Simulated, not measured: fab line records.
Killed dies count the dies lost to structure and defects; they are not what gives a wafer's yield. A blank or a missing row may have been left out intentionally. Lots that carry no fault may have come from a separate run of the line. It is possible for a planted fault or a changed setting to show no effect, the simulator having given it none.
A lot that was struck, set against a sound lot    flow sky130    14 out of 708 route steps
Sound: these wafers, L274.2, L274.4, L274.5. Wafers struck: L288.1, L288.3, L288.5. At the end, the cause is stated.
At each step with rows: each side's tool, then ch and its chambers, then its first start. Under that, the readings that differ: sound wafers    struck wafers    difference of the means    sigmas: that difference in standard deviations of wafers without a fault.
alike: a reading whose means differ by less than 2 such deviations, as well as words and numbers matching on both sides. not compared: withheld readings; readings where some wafer has no value; bounds like >300 that might hide an equal value; numbers whose values overlap and for which the record gives no deviation.
The two part at a step that has a row with sigmas, a row that says differs or no value, or rows on one side only. When numbers do not overlap yet have no deviation, they are printed without sigmas and do not part them. A reading that every wafer of one side lacks parts them only if that side has two wafers or more.

first, 1 step without rows for these wafers: SKY_VT_ADJUST_PCH_IMPLANT_08.
SKY_VT_ADJUST_PCH_STRIP_09: strips in O2/N2.
  sound on plasma asher-03 ch 0,1, day 12 23:35; struck on plasma asher-03 ch 0,1, day 17 16:27
  alike: drypump motor current A, oes product au, strip time to endpoint s
  not compared: rf hours counter h
SKY_VT_ADJUST_PCH_TW_MEAS_10:
  sound: film metro-04 at day 12 23:41; struck: film metro-03 at day 17 16:33
  alike: VT_ADJUST_PCH_TW
then, 7 steps without rows for these wafers: SKY_SONOS_TUNNEL_DEHYDRATE_00 (time 60 s); SKY_SONOS_TUNNEL_HMDS_01 (prime time 60 s); SKY_SONOS_TUNNEL_COAT_02 (resist thk 1140 nm); SKY_SONOS_TUNNEL_SOFTBAKE_03 (time 60 s); SKY_SONOS_TUNNEL_EXPOSE_04 (exposes mask TUNM, target cd 410 nm); SKY_SONOS_TUNNEL_PEB_05; SKY_SONOS_TUNNEL_DEVELOP_06 (develop time 60 s).
SKY_SONOS_TUNNEL_CD_MEAS_07 targets a cd of 410 nm.
  sound: cd sem-01 at day 14 01:53; struck: cd sem-02 at day 18 22:32
  alike: cd nm
SKY_SONOS_TUNNEL_OVL_MEAS_08:
  sound: overlay-01 at day 14 01:59; struck: overlay-02 at day 18 22:39
  alike: SONOS_TUNNEL_OVL
SKY_SONOS_TUNNEL_IMPLANT_09:
  sound on implanter-01 ch 0, day 14 02:03; struck on implanter-01 ch 0, day 18 22:41
reading                    sound                 struck                difference  sigmas
beam energy keV            19.996 20.001 20.004  19.080 19.090 19.082  -0.916      -99 or more
model.implant.rp nm (nm)   67.2 67.2 67.2        63.4 63.4 63.4        -3.8        
model.implant.drp nm (nm)  28.34 28.34 28.34     27.42 27.42 27.42     -0.92       
  alike: beam on s
then, 1 step without rows for these wafers: SKY_SONOS_TUNNEL_WET_ETCH_10 (etches SiO2 in dHF, target depth 14 nm, time 280 s).

WHERE THEY PART
SKY_SONOS_TUNNEL_IMPLANT_09 only, going by this record.

WHY: the cause the simulator had injected
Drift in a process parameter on implanter-01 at SKY_SONOS_TUNNEL_IMPLANT_09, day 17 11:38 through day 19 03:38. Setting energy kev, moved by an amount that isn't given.
